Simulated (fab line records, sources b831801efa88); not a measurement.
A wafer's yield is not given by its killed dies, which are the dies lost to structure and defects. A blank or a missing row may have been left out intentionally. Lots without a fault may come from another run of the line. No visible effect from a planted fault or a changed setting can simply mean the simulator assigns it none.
Which tool was responsible? + flow gf180mcu + 13 lots with 39 wafers sampled at 5 steps, on a route of 602 steps

WHAT EACH GAUGE READ, for each wafer
GF_V1_CD_MEAS_14 targets a cd of 260 nm.
| lot  | measured     | on        | cd nm (nm)        |
|------|--------------|-----------|-------------------|
| L390 | day 18 07:14 | cd sem-01 | 259.5 259.5 260.0 |
| L391 | day 18 10:22 | cd sem-02 | 259.6 259.2 261.2 |
| L392 | day 18 21:06 | cd sem-01 | 259.9 259.6 260.2 |
| L395 | day 19 23:31 | cd sem-02 | 258.1 258.3 258.8 |
| L396 | day 20 09:43 | cd sem-01 | 260.9 260.6 260.1 |
| L397 | day 20 22:36 | cd sem-01 | 259.3 260.4 260.4 |
| L399 | day 21 15:45 | cd sem-02 | 258.3 258.7 258.1 |
| L401 | day 22 05:39 | cd sem-02 | 259.7 260.3 260.9 |
| L403 | day 22 21:17 | cd sem-01 | 261.3 261.5 261.9 |
| L406 | day 24 10:48 | cd sem-02 | 261.7 262.2 261.2 |
| L405 | day 24 11:32 | cd sem-02 | 259.7 260.3 258.8 |
| L409 | day 24 20:19 | cd sem-01 | 266.1 266.0 265.3 |
| L410 | day 25 16:05 | cd sem-01 | 265.4 266.0 266.0 |

GF_V1_OVL_MEAS_15.
| lot  | measured     | on         | V1_OVL (nm) |
|------|--------------|------------|-------------|
| L390 | day 18 07:20 | overlay-01 | 9 -7 3      |
| L391 | day 18 10:28 | overlay-01 | -4 3 -1     |
| L392 | day 18 21:13 | overlay-01 | 9 10 -1     |
| L395 | day 19 23:38 | overlay-01 | -3 -11 -13  |
| L396 | day 20 09:50 | overlay-01 | 1 -2 -2     |
| L397 | day 20 22:43 | overlay-01 | -4 3 6      |
| L399 | day 21 15:52 | overlay-02 | 5 -12 0     |
| L401 | day 22 05:44 | overlay-02 | -11 -11 -12 |
| L403 | day 22 21:23 | overlay-01 | 0 -3 -7     |
| L406 | day 24 10:55 | overlay-02 | 7 0 3       |
| L405 | day 24 11:38 | overlay-02 | -11 -2 -6   |
| L409 | day 24 20:25 | overlay-02 | -6 -2 -12   |
| L410 | day 25 16:13 | overlay-02 | -8 10 -5    |

GF_V1_THK_MEAS_25: measures by xrf.
| lot  | measured     | on            | V1_W_THK (nm) |
|------|--------------|---------------|---------------|
| L390 | day 18 08:22 | film metro-03 | 347 360 347   |
| L391 | day 18 11:31 | film metro-03 | 351 362 365   |
| L392 | day 18 22:16 | film metro-01 | 347 348 351   |
| L395 | day 20 00:40 | film metro-02 | 366 369 350   |
| L396 | day 20 10:53 | film metro-01 | 340 350 345   |
| L397 | day 20 23:46 | film metro-03 | 352 347 341   |
| L399 | day 21 17:01 | film metro-02 | 361 366 364   |
| L401 | day 22 06:49 | film metro-01 | 345 358 343   |
| L403 | day 22 22:26 | film metro-01 | 356 345 339   |
| L406 | day 24 11:57 | film metro-02 | 357 353 358   |
| L405 | day 24 12:43 | film metro-02 | 351 364 371   |
| L409 | day 24 21:28 | film metro-03 | 346 350 348   |
| L410 | day 25 17:15 | film metro-02 | 350 343 347   |

EACH LOT AND THE TOOL THAT RAN IT (in order: tool; ch and the chambers of the sampled wafers; start)
| lot  | GF_M1_METAL_ETCH_16               | GF_V1_PEB_12                      |
|------|-----------------------------------|-----------------------------------|
| L390 | rie metal-03 ch 0,1, day 17 06:03 | litho track-04 ch 0, day 18 06:55 |
| L391 | rie metal-02 ch 0,1, day 17 09:31 | litho track-04 ch 0, day 18 10:02 |
| L392 | rie metal-04 ch 0,1, day 17 19:54 | litho track-01 ch 0, day 18 20:45 |
| L395 | rie metal-02 ch 0,1, day 18 21:39 | litho track-01 ch 0, day 19 23:11 |
| L396 | rie metal-02 ch 0,1, day 19 07:21 | litho track-02 ch 0, day 20 09:22 |
| L397 | rie metal-04 ch 0,1, day 19 20:25 | litho track-04 ch 0, day 20 22:15 |
| L399 | rie metal-02 ch 0,1, day 20 13:57 | litho track-01 ch 0, day 21 15:24 |
| L401 | rie metal-04 ch 0,1, day 21 04:54 | litho track-02 ch 0, day 22 05:19 |
| L403 | rie metal-02 ch 0,1, day 21 19:54 | litho track-04 ch 0, day 22 20:58 |
| L406 | rie metal-03 ch 0,1, day 23 10:24 | litho track-04 ch 0, day 24 10:27 |
| L405 | rie metal-04 ch 0, day 23 11:35   | litho track-01 ch 0, day 24 11:13 |
| L409 | rie metal-03 ch 0,1, day 23 19:49 | litho track-04 ch 0, day 24 19:59 |
| L410 | rie metal-02 ch 0,1, day 24 18:01 | litho track-04 ch 0, day 25 15:44 |
- GF_M1_METAL_ETCH_16: etches the open film in Cl2/BCl3, stops on SiO2, target depth 750.8 nm, time 125.1 s.
- GF_V1_PEB_12: peb time 90 s.

AS READ BY THE TOOLS THEMSELVES (means over the sampled wafers that have a number; for cases with no such wafer, the mark the record gives instead)
GF_M1_METAL_ETCH_16.
| lot  | tool         | drypump motor current A (A) | oes product au (a.u.) | throttle valve pct (%) |
|------|--------------|-----------------------------|-----------------------|------------------------|
| L390 | rie metal-03 | 5.9                         | 0.993                 | 28.227                 |
| L391 | rie metal-02 | 5.9                         | 0.988                 | 28.235                 |
| L392 | rie metal-04 | 6.2                         | 0.990                 | 28.227                 |
| L395 | rie metal-02 | 5.9                         | 0.986                 | 28.231                 |
| L396 | rie metal-02 | 5.9                         | 0.991                 | 28.228                 |
| L397 | rie metal-04 | 6.0                         | 0.989                 | 28.233                 |
| L399 | rie metal-02 | 6.1                         | 0.982                 | 28.222                 |
| L401 | rie metal-04 | 6.0                         | 0.994                 | 28.231                 |
| L403 | rie metal-02 | 5.9                         | 0.984                 | 28.233                 |
| L406 | rie metal-03 | 6.0                         | 0.995                 | 28.225                 |
| L405 | rie metal-04 | 5.7                         | 0.992                 | 28.215                 |
| L409 | rie metal-03 | 6.0                         | 0.992                 | 28.228                 |
| L410 | rie metal-02 | 6.1                         | 0.990                 | 28.224                 |

THE ANSWER, worked out from the rows above alone
Rule: usual is defined by the lots themselves. Put in order of their means at a reading, lots are off if they are a third of the lots or fewer, leave a main group of 4 or more, and stand apart from it by a gap of 3 or more times the standard deviation of the main group's means; of several such gaps the widest counts. If all means in a main group match to the digits the tables above print for the reading, that group is not used. Also off: a lot with no number at a reading for which 4 or more lots have one. All remaining lots with rows at the step are treated as sound. The gauges are gone through in route order, then the tools' own readings, and for those a lot's mean is taken as printed above. The first step at which some lot is off is used, and at that step the reading that is off furthest; a lot without a number counts as furthest.
Off, at GF_V1_CD_MEAS_14 on cd nm: L409, L410. The main group has a mean of 260.0 nm with a standard deviation of 1.
If a tool, at a process step before that reading, ran all the lots that are off and no sound lot after the first of them, it fits. Those tools and the gauges at GF_V1_CD_MEAS_14 are tried in the same way. This does not decide it: 2 tools fit, namely litho track-04 at GF_V1_PEB_12 and cd sem-01 at GF_V1_CD_MEAS_14.

WHAT THE SIMULATOR HAD INSERTED
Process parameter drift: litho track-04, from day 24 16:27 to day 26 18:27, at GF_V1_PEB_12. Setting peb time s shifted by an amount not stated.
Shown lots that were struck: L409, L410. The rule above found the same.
